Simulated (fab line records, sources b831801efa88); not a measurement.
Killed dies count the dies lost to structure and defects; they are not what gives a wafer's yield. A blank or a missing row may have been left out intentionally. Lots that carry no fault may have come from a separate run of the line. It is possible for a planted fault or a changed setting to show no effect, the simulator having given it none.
Which of the tools did it? :: flow sky130 :: route of 708 steps, sampled at 1 step: 6 lots, 18 wafers

## WHAT THE GAUGES SHOWED, per wafer
SKY_FIELD_ISO_THK_MEAS_04.
lot: L691
measured: day 1 23:46
on: filmMetro-03
FIELD_ISO_CVD_03_THK (nm): 167.8 168.3 168.5

lot: L693
measured: day 2 06:43
on: filmMetro-03
FIELD_ISO_CVD_03_THK (nm): 163.9 163.7 163.8

lot: L700
measured: day 3 17:19
on: filmMetro-03
FIELD_ISO_CVD_03_THK (nm): 166.1 167.9 167.4

lot: L702
measured: day 4 03:28
on: filmMetro-03
FIELD_ISO_CVD_03_THK (nm): 166.3 167.0 167.7

lot: L711
measured: day 6 01:52
on: filmMetro-04
FIELD_ISO_CVD_03_THK (nm): 164.4 164.8 166.4

lot: L713
measured: day 6 16:18
on: filmMetro-04
FIELD_ISO_CVD_03_THK (nm): 166.0 166.5 164.5

## WHICH TOOL RAN EACH LOT (tool, then ch and the chambers of the sampled wafers, then the start)
The record holds no process step before these readings.

## THE ANSWER, worked out from the rows above alone
Rule: what is usual is taken from the lots themselves. The widest of any qualifying gaps counts: lots, ordered by their means at a reading, are off when they make up no more than a third of the lots, leave a main group of 4 or more, and stand apart from it by 3 or more times the standard deviation of that group's means. A main group is skipped when, at the precision printed for the reading in the tables above, its means are all equal. A lot without any number at a reading at which 4 lots or more have one is off too. Any other lot the step has rows for is counted as sound.
No lot is off at any reading shown: from this, nothing can be told.

## WHAT THE SIMULATOR HAD PUT IN
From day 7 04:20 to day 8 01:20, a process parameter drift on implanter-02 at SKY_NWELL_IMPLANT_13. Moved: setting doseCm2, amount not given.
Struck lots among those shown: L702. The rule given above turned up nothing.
